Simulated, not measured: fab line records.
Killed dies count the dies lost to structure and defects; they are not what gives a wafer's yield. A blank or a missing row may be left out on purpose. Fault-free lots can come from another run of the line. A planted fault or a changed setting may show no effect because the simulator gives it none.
fab line records	flow sky130
record: lots: 24	wafers: 72	lastDay: 50
route steps=708 shown METAL3@569 VIA3@589 CAP2M@607 METAL5@664 PASSIVATION@693
lots that met no fault: taken from a fault-free run of the same line
startH: hours from the record's first day to the start of the lot's first wafer shown	waitH: hours elapsed since this lot's preceding step	" unchanged from the row above	L1.1+2: one row covering several wafers at once	- no value, or no start given	* or withheld: withheld	< > ~ a bound
route shown NAME@n: a module of which the file shows steps, and the number in the route of the first	usual: the fault-free wafers' mean and standard deviation	same: alike in all rows	chamber/n: place in a boat	sites: the reading at each site	_std_site: how widely they spread, as a standard deviation	_edge_site: outer sites' mean less inner sites'	radiusMm: for every site, how far away it sits from the centre of the wafer	mask NAME#n: copy n	behind: the tool/chamber that last shaped the wafer	hold: cause of the lot's hold/its duration in hours/its outcome	device: the transistor (n, p or np) that didn't switch	end of line: tests run on the same wafers once the route is complete	a step given without rows: its recipe and nothing more	killed: the dies lost at the first sort to structure and to defects; this is not the yield of the wafer	map: a wafer's dies, x killed, . not, _ none there
set.NAME: the setting as run; set.NAME@STEP: as run at that earlier step	model.NAME: the simulator's own value behind a step, which no gauge read
the route's steps for a sample of lots (tables are steps, rows are wafers)
services: the hour from which a tool's chamber was out of use, counted from the record's first day as startH (under 0 if before that day), plus the number of hours and why
== steps ==
step: SKY_METAL3_STRIP_19
recipe: chemistry: O2/N2	powerW: 1400	pressureMtorr: 1500	platenTempC: withheld	o2FlowSccm: 3000	n2FlowSccm: 300	overashFraction: 0.5
usual: drypumpMotorCurrentA: 5.69/0.17	oesProductAu: 0.504/0.0057	stripTimeToEndpointS: 6.55/0.062
lot.wafer	tool	chamber	startH	waitH	drypumpMotorCurrentA	oesProductAu	rfHoursCounterH	stripTimeToEndpointS
L074.1	plasmaAsher-03	0	890.57	0.1	5.53	0.508	43	6.54
L074.2	"	1	"	"	5.93	0.503	43	6.45
L074.5	"	1	"	"	5.94	0.498	-	6.50
L075.2	plasmaAsher-03	0	901.72	0.1	5.51	0.495	44	6.59
L075.3	"	0	"	"	5.52	0.492	-	6.48
L075.5	"	1	"	"	5.90	0.498	-	6.50
L076.2	plasmaAsher-01	0	912.85	0.1	5.92	0.500	16	6.46
L076.4	"	0	"	"	5.93	0.498	-	6.46
L076.6	"	0	"	"	5.94	0.509	-	6.59
L077.1	plasmaAsher-01	0	916.56	0.1	5.91	0.512	16	6.65
L077.2	"	1	"	"	5.43	0.496	16	6.51
L077.3	"	1	"	"	5.44	0.521	-	6.63
L079.2	plasmaAsher-01	1	930.10	0.1	5.45	0.501	17	6.69
L079.4	"	0	"	"	5.91	0.509	-	6.63
L079.5	"	0	"	"	5.92	0.508	-	6.65
L078.2	plasmaAsher-02	0	930.42	0.1	5.65	0.508	83	6.60
L078.4	"	0	"	"	5.67	0.507	-	6.58
L078.6	"	0	"	"	5.65	0.505	-	6.60
L080.2	plasmaAsher-03	0	939.40	0.1	5.51	0.498	48	6.55
L080.3	"	0	"	"	5.53	0.503	-	6.52
L080.4	"	1	"	"	5.93	0.505	-	6.52
L081.1	plasmaAsher-02	1	951.01	0.1	5.62	0.501	85	6.64
L081.3	"	0	"	"	5.66	0.502	-	6.47
L081.4	"	1	"	"	5.65	0.505	-	6.55
L082.1	plasmaAsher-02	1	952.47	0.1	5.60	0.502	85	6.44
L082.2	"	0	"	"	5.66	0.501	85	6.56
L082.5	"	0	"	"	5.66	0.503	-	6.55
L083.1	plasmaAsher-01	1	957.60	0.1	5.48	0.504	20	6.66
L083.2	"	0	"	"	5.94	0.505	20	6.60
L083.4	"	0	"	"	5.95	0.515	-	6.60
L084.1	plasmaAsher-03	0	972.97	0.1	5.53	0.502	51	6.56
L084.3	"	0	"	"	5.53	0.498	-	6.50
L084.5	"	0	"	"	5.53	0.510	-	6.52
L085.1	plasmaAsher-03	1	978.37	0.1	5.88	0.503	52	6.59
L085.4	"	0	"	"	5.54	0.505	-	6.60
L085.5	"	0	"	"	5.53	0.501	-	6.65
L086.2	plasmaAsher-02	1	984.53	0.2	5.62	0.495	88	6.46
L086.5	"	0	"	"	5.66	0.495	-	6.40
L086.6	"	1	"	"	5.63	0.506	-	6.45
L087.3	plasmaAsher-03	1	986.60	0.1	5.90	0.507	-	6.58
L087.5	"	0	"	"	5.52	0.504	-	6.55
L087.6	"	1	"	"	5.90	0.515	-	6.63
L088.1	plasmaAsher-02	1	999.48	0.1	5.61	0.514	89	6.60
L088.4	"	0	"	"	5.65	0.514	-	6.58
L088.6	"	1	"	"	5.62	0.491	-	6.53
L089.2	plasmaAsher-03	0	1000.43	0.1	5.53	0.504	54	6.62
L089.4	"	1	"	"	5.89	0.509	-	6.57
L089.6	"	0	"	"	5.53	0.509	-	6.60
L090.1	plasmaAsher-03	0	1015.48	0.1	5.54	0.507	56	6.61
L090.2	"	1	"	"	5.90	0.507	56	6.59
L090.6	"	0	"	"	5.53	0.502	-	6.51
L091.1	plasmaAsher-03	1	1018.05	0.1	5.90	0.495	56	6.46
L091.2	"	0	"	"	5.52	0.504	56	6.47
L091.3	"	0	"	"	5.53	0.502	-	6.53
L092.1	plasmaAsher-03	0	1020.16	0.1	5.54	0.502	57	6.60
L092.3	"	1	"	"	5.91	0.501	-	6.57
L092.4	"	0	"	"	5.54	0.513	-	6.59
L093.2	plasmaAsher-02	1	1026.13	0.1	5.64	0.508	92	6.61
L093.3	"	0	"	"	5.68	0.501	-	6.58
L093.4	"	1	"	"	5.65	0.503	-	6.59
L094.2	plasmaAsher-03	0	1037.45	0.1	5.54	0.502	59	6.42
L094.3	"	0	"	"	5.53	0.504	-	6.61
L094.5	"	1	"	"	5.90	0.492	-	6.44
L096.1	plasmaAsher-01	0	1044.90	0.1	5.96	0.510	27	6.56
L096.3	"	0	"	"	5.96	0.495	-	6.52
L096.5	"	1	"	"	5.44	0.513	-	6.57
L095.1	plasmaAsher-02	0	1051.30	0.1	5.65	0.496	95	6.46
L095.2	"	1	"	"	5.64	0.496	95	6.55
L095.4	"	0	"	"	5.67	0.506	-	6.62
L097.1	plasmaAsher-02	1	1058.68	0.1	5.63	0.503	96	6.57
L097.4	"	0	"	"	5.65	0.497	-	6.54
L097.6	"	1	"	"	5.63	0.500	-	6.50
step: SKY_VIA3_STRIP_16
recipe: chemistry: O2/N2	powerW: 1400	pressureMtorr: 1500	platenTempC: withheld	o2FlowSccm: 3000	n2FlowSccm: 300	overashFraction: 0.5
usual: drypumpMotorCurrentA: 5.58/0.27	oesProductAu: 0.402/0.0045	stripTimeToEndpointS: 4.119/0.023
lot.wafer	tool	chamber	startH	waitH	drypumpMotorCurrentA	oesProductAu	rfHoursCounterH	stripTimeToEndpointS
L074.1	plasmaAsher-01	0	915.93	0.0	5.91	0.400	16	4.064
L074.2	"	1	"	"	5.45	0.399	16	4.131
L074.5	"	0	"	"	5.93	0.399	-	4.095
L075.2	plasmaAsher-02	0	928.13	0.0	5.68	0.400	82	4.077
L075.3	"	1	"	"	5.62	0.400	-	4.133
L075.5	"	0	"	"	5.67	0.403	-	4.106
L076.2	plasmaAsher-02	0	939.09	0.0	5.64	0.410	84	4.116
L076.4	"	1	"	"	5.63	0.404	-	4.155
L076.6	"	1	"	"	5.62	0.405	-	4.154
L077.1	plasmaAsher-04	0	943.14	0.0	5.45	0.401	116	4.118
L077.2	"	1	"	"	4.89	0.411	116	4.149
L077.3	"	0	"	"	5.46	0.401	-	4.123
L079.2	plasmaAsher-01	0	956.09	0.0	5.94	0.403	20	4.095
L079.4	"	1	"	"	5.46	0.399	-	4.094
L079.5	"	1	"	"	5.45	0.398	-	4.117
L078.2	plasmaAsher-02	0	956.16	0.0	5.64	0.413	85	4.117
L078.4	"	1	"	"	5.62	0.407	-	4.142
L078.6	"	0	"	"	5.65	0.403	-	4.115
L080.2	plasmaAsher-02	1	964.29	0.0	5.65	0.395	86	4.088
L080.3	"	0	"	"	5.66	0.405	-	4.081
L080.4	"	1	"	"	5.64	0.406	-	4.164
L081.1	plasmaAsher-01	1	976.39	0.0	5.47	0.400	22	4.135
L081.3	"	1	"	"	5.46	0.410	-	4.122
L081.4	"	0	"	"	5.93	0.400	-	4.093
L082.1	plasmaAsher-01	0	977.98	0.0	5.94	0.401	22	4.114
L082.2	"	1	"	"	5.47	0.399	22	4.100
L082.5	"	1	"	"	5.46	0.391	-	4.119
L083.1	plasmaAsher-01	0	983.34	0.0	5.95	0.402	23	4.093
L083.2	"	1	"	"	5.47	0.402	23	4.118
L083.4	"	0	"	"	5.97	0.403	-	4.119
L084.1	plasmaAsher-02	1	997.98	0.0	5.62	0.396	89	4.120
L084.3	"	1	"	"	5.59	0.394	-	4.114
L084.5	"	1	"	"	5.63	0.396	-	4.103
L085.1	plasmaAsher-02	0	1003.69	0.0	5.66	0.395	90	4.154
L085.4	"	1	"	"	5.63	0.406	-	4.137
L085.5	"	0	"	"	5.67	0.407	-	4.141
L086.2	plasmaAsher-01	1	1008.98	0.0	5.44	0.409	25	4.117
L086.5	"	1	"	"	5.46	0.405	-	4.099
L086.6	"	0	"	"	5.93	0.396	-	4.112
L087.3	plasmaAsher-01	1	1011.56	0.1	5.47	0.396	-	4.106
L087.5	"	0	"	"	5.93	0.405	-	4.108
L087.6	"	1	"	"	5.45	0.404	-	4.159
L088.1	plasmaAsher-04	1	1023.69	0.0	4.90	0.406	122	4.104
L088.4	"	0	"	"	5.43	0.402	-	4.077
L088.6	"	0	"	"	5.47	0.404	-	4.113
L089.2	plasmaAsher-02	0	1024.04	0.0	5.67	0.407	92	4.131
L089.4	"	0	"	"	5.68	0.401	-	4.114
L089.6	"	0	"	"	5.66	0.406	-	4.124
L090.1	plasmaAsher-02	1	1039.53	0.0	5.63	0.404	94	4.122
L090.2	"	0	"	"	5.66	0.400	94	4.143
L090.6	"	0	"	"	5.66	0.396	-	4.126
L091.1	plasmaAsher-04	0	1042.13	0.0	5.43	0.402	125	4.070
L091.2	"	1	"	"	4.91	0.401	125	4.093
L091.3	"	1	"	"	4.89	0.406	-	4.143
L092.1	plasmaAsher-04	0	1044.33	0.0	5.43	0.401	125	4.105
L092.3	"	0	"	"	5.42	0.402	-	4.162
L092.4	"	1	"	"	4.90	0.403	-	4.150
L093.2	plasmaAsher-01	1	1050.04	0.0	5.43	0.398	28	4.129
L093.3	"	1	"	"	5.45	0.402	-	4.103
L093.4	"	0	"	"	5.96	0.396	-	4.115
L094.2	plasmaAsher-01	0	1060.64	0.0	5.93	0.401	29	4.087
L094.3	"	1	"	"	5.46	0.402	-	4.116
L094.5	"	1	"	"	5.44	0.407	-	4.117
L096.1	plasmaAsher-02	0	1067.30	0.0	5.67	0.391	97	4.080
L096.3	"	0	"	"	5.67	0.401	-	4.099
L096.5	"	0	"	"	5.66	0.403	-	4.093
L095.1	plasmaAsher-02	1	1073.90	0.0	5.62	0.407	98	4.192
L095.2	"	0	"	"	5.66	0.401	98	4.162
L095.4	"	0	"	"	5.66	0.403	-	4.147
L097.1	plasmaAsher-02	1	1080.59	0.0	5.62	0.406	98	4.154
L097.4	"	0	"	"	5.67	0.403	-	4.123
L097.6	"	0	"	"	5.68	0.400	-	4.121
step: SKY_CAP2M_THK_MEAS_04
recipe: thkMeasGauge: xrf	reads: TiN_of_CAP2M_SPUTTER_02
usual: CAP2M_TIN_THK: 196.9/2.3
lot.wafer	tool	chamber	startH	waitH	CAP2M_TIN_THK[nm]
L074.1	filmMetro-04	-	917.71	0.1	194.5
L074.2	"	-	"	"	194.9
L074.5	"	-	"	"	193.6
L075.2	filmMetro-01	-	929.86	0.1	197.6
L075.3	"	-	"	"	194.8
L075.5	"	-	"	"	197.2
L076.2	filmMetro-03	-	940.85	0.1	193.9
L076.4	"	-	"	"	196.0
L076.6	"	-	"	"	196.3
L077.1	filmMetro-04	-	944.87	0.1	195.0
L077.2	"	-	"	"	196.8
L077.3	"	-	"	"	196.7
L079.2	filmMetro-04	-	957.83	0.1	195.2
L079.4	"	-	"	"	194.8
L079.5	"	-	"	"	196.4
L078.2	filmMetro-04	-	958.01	0.1	197.5
L078.4	"	-	"	"	192.1
L078.6	"	-	"	"	192.4
L080.2	filmMetro-04	-	966.47	0.1	194.8
L080.3	"	-	"	"	193.7
L080.4	"	-	"	"	197.2
L081.1	filmMetro-01	-	978.14	0.1	197.6
L081.3	"	-	"	"	199.0
L081.4	"	-	"	"	199.1
L082.1	filmMetro-03	-	979.70	0.1	195.3
L082.2	"	-	"	"	197.4
L082.5	"	-	"	"	195.1
L083.1	filmMetro-03	-	985.09	0.1	202.4
L083.2	"	-	"	"	201.5
L083.4	"	-	"	"	200.5
L084.1	filmMetro-03	-	999.71	0.1	197.8
L084.3	"	-	"	"	200.6
L084.5	"	-	"	"	197.2
L085.1	filmMetro-03	-	1005.42	0.1	195.3
L085.4	"	-	"	"	198.7
L085.5	"	-	"	"	196.0
L086.2	filmMetro-04	-	1010.75	0.1	195.8
L086.5	"	-	"	"	199.2
L086.6	"	-	"	"	195.0
L087.3	filmMetro-01	-	1013.28	0.1	196.0
L087.5	"	-	"	"	196.1
L087.6	"	-	"	"	198.2
L088.1	filmMetro-03	-	1025.42	0.1	196.1
L088.4	"	-	"	"	197.1
L088.6	"	-	"	"	197.3
L089.2	filmMetro-01	-	1025.77	0.1	196.9
L089.4	"	-	"	"	201.0
L089.6	"	-	"	"	199.0
L090.1	filmMetro-03	-	1041.25	0.1	196.5
L090.2	"	-	"	"	196.5
L090.6	"	-	"	"	201.6
L091.1	filmMetro-04	-	1043.85	0.1	196.5
L091.2	"	-	"	"	198.6
L091.3	"	-	"	"	195.1
L092.1	filmMetro-04	-	1046.10	0.1	197.3
L092.3	"	-	"	"	195.9
L092.4	"	-	"	"	198.3
L093.2	filmMetro-04	-	1051.84	0.1	195.8
L093.3	"	-	"	"	195.1
L093.4	"	-	"	"	195.4
L094.2	filmMetro-04	-	1062.49	0.1	199.6
L094.3	"	-	"	"	199.9
L094.5	"	-	"	"	199.6
L096.1	filmMetro-03	-	1069.02	0.1	195.2
L096.3	"	-	"	"	196.6
L096.5	"	-	"	"	197.7
L095.1	filmMetro-04	-	1075.63	0.1	197.2
L095.2	"	-	"	"	196.1
L095.4	"	-	"	"	199.5
L097.1	filmMetro-04	-	1082.34	0.1	193.6
L097.4	"	-	"	"	195.2
L097.6	"	-	"	"	193.6
step: SKY_CAP2M_OVL_MEAS_12
usual: CAP2M_OVL: -0.4/1.4
lot.wafer	tool	chamber	startH	waitH	CAP2M_OVL[nm]
L074.1	overlay-02	-	941.88	0.1	-0.3
L074.2	"	-	"	"	2.2
L074.5	"	-	"	"	0.5
L075.2	overlay-01	-	954.24	0.1	0.4
L075.3	"	-	"	"	1.3
L075.5	"	-	"	"	2.3
L076.2	overlay-01	-	964.64	0.1	-1.4
L076.4	"	-	"	"	-3.0
L076.6	"	-	"	"	-1.9
L077.1	overlay-01	-	968.08	0.1	3.7
L077.2	"	-	"	"	0.9
L077.3	"	-	"	"	1.1
L079.2	overlay-01	-	980.85	0.1	0.0
L079.4	"	-	"	"	0.0
L079.5	"	-	"	"	1.3
L078.2	overlay-01	-	981.59	0.1	0.1
L078.4	"	-	"	"	-0.4
L078.6	"	-	"	"	0.0
L080.2	overlay-01	-	989.65	0.1	-2.1
L080.3	"	-	"	"	-1.2
L080.4	"	-	"	"	-1.9
L081.1	overlay-01	-	1001.03	0.1	0.0
L081.3	"	-	"	"	-1.1
L081.4	"	-	"	"	-1.7
L082.1	overlay-01	-	1003.38	0.1	0.1
L082.2	"	-	"	"	-1.1
L082.5	"	-	"	"	-2.0
L083.1	overlay-01	-	1008.73	0.1	-0.7
L083.2	"	-	"	"	2.9
L083.4	"	-	"	"	0.3
L084.1	overlay-01	-	1022.18	0.1	0.2
L084.3	"	-	"	"	0.5
L084.5	"	-	"	"	0.4
L085.1	overlay-01	-	1028.28	0.1	-0.7
L085.4	"	-	"	"	-0.4
L085.5	"	-	"	"	0.1
L086.2	overlay-02	-	1033.39	0.1	-2.8
L086.5	"	-	"	"	-3.7
L086.6	"	-	"	"	-1.5
L087.3	overlay-01	-	1035.39	0.1	-1.0
L087.5	"	-	"	"	-2.1
L087.6	"	-	"	"	0.3
L088.1	overlay-01	-	1047.23	0.1	-1.2
L088.4	"	-	"	"	0.3
L088.6	"	-	"	"	-0.4
L089.2	overlay-02	-	1048.24	0.1	-1.1
L089.4	"	-	"	"	-1.4
L089.6	"	-	"	"	-1.2
L090.1	overlay-01	-	1063.03	0.1	-2.1
L090.2	"	-	"	"	-0.9
L090.6	"	-	"	"	0.1
L091.1	overlay-01	-	1065.73	0.1	-1.3
L091.2	"	-	"	"	-1.8
L091.3	"	-	"	"	-0.4
L092.1	overlay-02	-	1067.73	0.1	1.0
L092.3	"	-	"	"	0.3
L092.4	"	-	"	"	-0.9
L093.2	overlay-01	-	1072.50	0.1	-1.0
L093.3	"	-	"	"	-0.2
L093.4	"	-	"	"	-1.0
L094.2	overlay-02	-	1082.84	0.1	-0.8
L094.3	"	-	"	"	0.0
L094.5	"	-	"	"	-0.7
L096.1	overlay-02	-	1089.93	0.1	-0.4
L096.3	"	-	"	"	1.3
L096.5	"	-	"	"	1.6
L095.1	overlay-02	-	1095.73	0.1	-1.8
L095.2	"	-	"	"	-1.1
L095.4	"	-	"	"	-1.2
L097.1	overlay-02	-	1102.18	0.1	-1.9
L097.4	"	-	"	"	-1.9
L097.6	"	-	"	"	-0.9
step: SKY_METAL5_SPUTTER_03
recipe: material: Ti	targetThkNm: 5	powerW: 3000	timeS: 3.3	chamberPressurePa: 0.4
usual: throttleValvePct: 29.9/0.93
lot.wafer	tool	chamber	startH	waitH	throttleValvePct
L074.1	pvdSputter-01	-	992.90	0.0	30.2
L074.2	"	-	"	"	29.0
L074.5	"	-	"	"	29.1
L075.2	pvdSputter-01	-	1005.22	0.0	28.8
L075.3	"	-	"	"	30.5
L075.5	"	-	"	"	28.8
L076.2	pvdSputter-04	-	1015.55	0.0	29.2
L076.4	"	-	"	"	30.6
L076.6	"	-	"	"	30.9
L077.1	pvdSputter-04	-	1018.16	0.0	29.5
L077.2	"	-	"	"	31.1
L077.3	"	-	"	"	30.5
L079.2	pvdSputter-04	-	1030.83	0.0	30.5
L079.4	"	-	"	"	30.9
L079.5	"	-	"	"	30.4
L078.2	pvdSputter-02	-	1031.50	0.0	28.2
L078.4	"	-	"	"	31.5
L078.6	"	-	"	"	29.1
L080.2	pvdSputter-04	-	1040.37	0.0	30.8
L080.3	"	-	"	"	30.8
L080.4	"	-	"	"	29.4
L081.1	pvdSputter-02	-	1050.64	0.0	28.1
L081.3	"	-	"	"	31.7
L081.4	"	-	"	"	29.1
L082.1	pvdSputter-04	-	1053.19	0.0	30.9
L082.2	"	-	"	"	29.7
L082.5	"	-	"	"	30.5
L083.1	pvdSputter-04	-	1058.41	0.0	30.8
L083.2	"	-	"	"	29.5
L083.4	"	-	"	"	30.4
L084.1	pvdSputter-01	-	1069.64	0.0	28.9
L084.3	"	-	"	"	30.2
L084.5	"	-	"	"	30.9
L085.1	pvdSputter-04	-	1076.30	0.0	31.0
L085.4	"	-	"	"	29.4
L085.5	"	-	"	"	30.6
L086.2	pvdSputter-01	-	1079.96	0.0	30.1
L086.5	"	-	"	"	31.1
L086.6	"	-	"	"	28.9
L087.3	pvdSputter-02	-	1082.56	0.0	28.2
L087.5	"	-	"	"	28.8
L087.6	"	-	"	"	31.5
L088.1	pvdSputter-02	-	1092.54	0.0	28.7
L088.4	"	-	"	"	28.8
L088.6	"	-	"	"	28.2
L089.2	pvdSputter-04	-	1092.84	0.0	29.4
L089.4	"	-	"	"	30.7
L089.6	"	-	"	"	29.4
L090.1	pvdSputter-04	-	1107.72	0.0	29.6
L090.2	"	-	"	"	29.6
L090.6	"	-	"	"	29.5
L091.1	pvdSputter-02	-	1110.03	0.0	28.7
L091.2	"	-	"	"	31.7
L091.3	"	-	"	"	28.4
L092.1	pvdSputter-01	-	1111.66	0.0	29.1
L092.3	"	-	"	"	31.1
L092.4	"	-	"	"	30.5
L093.2	pvdSputter-02	-	1115.62	0.0	29.2
L093.3	"	-	"	"	31.7
L093.4	"	-	"	"	28.4
L094.2	pvdSputter-04	-	1126.90	0.0	30.7
L094.3	"	-	"	"	29.9
L094.5	"	-	"	"	30.3
L096.1	pvdSputter-01	-	1132.83	0.0	30.2
L096.3	"	-	"	"	28.9
L096.5	"	-	"	"	29.0
L095.1	pvdSputter-01	-	1138.75	0.0	29.1
L095.2	"	-	"	"	30.2
L095.4	"	-	"	"	30.3
L097.1	pvdSputter-01	-	1144.60	0.0	30.2
L097.4	"	-	"	"	30.0
L097.6	"	-	"	"	30.5
step: SKY_PASSIVATION_STRIP_12
recipe: chemistry: O2/N2	powerW: 1400	pressureMtorr: 1500	platenTempC: withheld	overashFraction: 0.7	o2FlowSccm: 3000	n2FlowSccm: 300
usual: drypumpMotorCurrentA: 5.5/0.34	oesProductAu: 0.661/0.0047	stripTimeToEndpointS: 31.49/0.12
lot.wafer	tool	chamber	startH	waitH	drypumpMotorCurrentA	oesProductAu	rfHoursCounterH	stripTimeToEndpointS
L074.1	plasmaAsher-03	1	1039.84	0.1	6.0	0.661	59	31.67
L074.2	"	0	"	"	5.5	0.664	59	31.64
L074.5	"	0	"	"	5.5	0.667	-	31.56
L075.2	plasmaAsher-02	0	1052.79	0.1	5.7	0.668	95	31.44
L075.3	"	0	"	"	5.6	0.664	-	31.54
L075.5	"	0	"	"	5.7	0.662	-	31.55
L076.2	plasmaAsher-03	1	1061.19	0.1	5.9	0.662	61	31.68
L076.4	"	1	"	"	5.9	0.658	-	31.66
L076.6	"	1	"	"	5.9	0.660	-	31.64
L077.1	plasmaAsher-03	1	1064.09	0.1	5.9	0.657	62	31.27
L077.2	"	0	"	"	5.5	0.655	62	31.46
L077.3	"	1	"	"	5.9	0.666	-	31.43
L079.2	plasmaAsher-04	0	1075.55	0.1	5.4	0.660	1	31.44
L079.4	"	0	"	"	5.4	0.652	-	31.56
L079.5	"	0	"	"	5.4	0.668	-	31.44
L078.2	plasmaAsher-04	0	1076.85	0.1	5.4	0.659	1	31.45
L078.4	"	0	"	"	5.4	0.662	-	31.43
L078.6	"	0	"	"	5.4	0.664	-	31.59
L080.2	plasmaAsher-03	0	1084.09	0.1	5.5	0.659	64	31.60
L080.3	"	0	"	"	5.5	0.664	-	31.52
L080.4	"	1	"	"	5.9	0.663	-	31.38
L081.1	plasmaAsher-03	1	1092.39	0.1	5.9	0.660	64	31.49
L081.3	"	1	"	"	5.9	0.662	-	31.37
L081.4	"	0	"	"	5.5	0.660	-	31.32
L082.1	plasmaAsher-04	0	1096.40	0.1	5.4	0.648	3	31.47
L082.2	"	1	"	"	4.9	0.660	3	31.48
L082.5	"	1	"	"	4.9	0.650	-	31.48
L083.1	plasmaAsher-02	1	1100.49	0.1	5.6	0.656	100	31.61
L083.2	"	0	"	"	5.7	0.659	100	31.65
L083.4	"	0	"	"	5.7	0.658	-	31.66
L084.1	plasmaAsher-03	0	1111.70	0.1	5.5	0.665	66	31.67
L084.3	"	1	"	"	5.9	0.672	-	31.60
L084.5	"	0	"	"	5.5	0.660	-	31.55
L085.1	plasmaAsher-03	0	1117.24	0.1	5.5	0.666	67	31.40
L085.4	"	1	"	"	5.9	0.667	-	31.44
L085.5	"	0	"	"	5.5	0.655	-	31.34
L086.2	plasmaAsher-03	0	1122.20	0.1	5.5	0.667	67	31.44
L086.5	"	0	"	"	5.5	0.670	-	31.41
L086.6	"	1	"	"	5.9	0.659	-	31.42
L087.3	plasmaAsher-03	1	1123.92	0.1	5.9	0.660	-	31.45
L087.5	"	0	"	"	5.5	0.667	-	31.55
L087.6	"	1	"	"	5.9	0.653	-	31.39
L088.1	plasmaAsher-03	1	1132.69	0.1	5.9	0.662	68	31.64
L088.4	"	1	"	"	5.9	0.653	-	31.47
L088.6	"	1	"	"	5.9	0.670	-	31.51
L089.2	plasmaAsher-04	0	1133.39	0.1	5.4	0.656	7	31.44
L089.4	"	0	"	"	5.4	0.655	-	31.16
L089.6	"	0	"	"	5.4	0.666	-	31.21
L090.1	plasmaAsher-02	0	1146.55	0.1	5.7	0.662	105	31.60
L090.2	"	1	"	"	5.6	0.660	105	31.76
L090.6	"	1	"	"	5.6	0.660	-	31.62
L091.1	plasmaAsher-02	0	1148.29	0.1	5.7	0.653	105	31.44
L091.2	"	1	"	"	5.6	0.657	105	31.54
L091.3	"	1	"	"	5.6	0.658	-	31.42
L092.1	plasmaAsher-04	0	1150.55	0.1	5.4	0.663	8	31.43
L092.3	"	1	"	"	4.9	0.664	-	31.68
L092.4	"	0	"	"	5.5	0.654	-	31.41
L093.2	plasmaAsher-04	1	1153.29	0.1	4.9	0.659	8	31.68
L093.3	"	1	"	"	4.9	0.651	-	31.59
L093.4	"	0	"	"	5.4	0.660	-	31.77
L094.2	plasmaAsher-02	0	1163.54	0.1	5.7	0.655	106	31.43
L094.3	"	0	"	"	5.7	0.658	-	31.37
L094.5	"	0	"	"	5.7	0.669	-	31.44
L096.1	plasmaAsher-04	1	1169.39	0.1	4.9	0.670	10	31.48
L096.3	"	0	"	"	5.5	0.662	-	31.48
L096.5	"	1	"	"	4.8	0.657	-	31.47
L095.1	plasmaAsher-04	0	1174.14	0.1	5.5	0.661	10	31.41
L095.2	"	1	"	"	4.9	0.657	10	31.32
L095.4	"	1	"	"	4.9	0.663	-	31.28
L097.1	plasmaAsher-04	1	1178.65	0.1	4.9	0.666	11	31.43
L097.4	"	0	"	"	5.4	0.664	-	31.44
L097.6	"	0	"	"	5.4	0.663	-	31.48
== services ==
tool	chamber	startH	hours	kind
pvdSputter-01	-	877.03	2.0	repair
pvdSputter-01	-	885.03	1.8	repair
plasmaAsher-01	-	921.10	0.9	repair
plasmaAsher-02	-	956.81	2.3	repair
plasmaAsher-04	-	974.96	3.3	repair
plasmaAsher-04	-	997.94	14.6	pm
pvdSputter-04	3	1015.62	-	consumableReplace:kit
pvdSputter-04	3	1015.62	18.0	scheduledDown
pvdSputter-04	3	1015.62	18.0	ventCycle
plasmaAsher-01	-	1023.27	15.6	pm
plasmaAsher-04	-	1055.25	9.0	pm
plasmaAsher-04	0	1055.25	9.0	ventCycle
plasmaAsher-04	1	1055.25	9.0	ventCycle
plasmaAsher-04	0	1064.25	-	clean
plasmaAsher-04	1	1064.25	-	clean
pvdSputter-04	-	1069.11	2.1	repair
plasmaAsher-04	-	1073.59	0.8	repair
pvdSputter-01	-	1090.52	9.2	repair
pvdSputter-04	-	1103.02	2.7	repair
plasmaAsher-02	-	1141.96	0.6	repair
pvdSputter-04	2	1153.32	-	consumableReplace:kit
pvdSputter-04	2	1153.32	18.0	scheduledDown
pvdSputter-04	2	1153.32	18.0	ventCycle
pvdSputter-04	-	1177.17	3.8	repair
== key ==
fault none
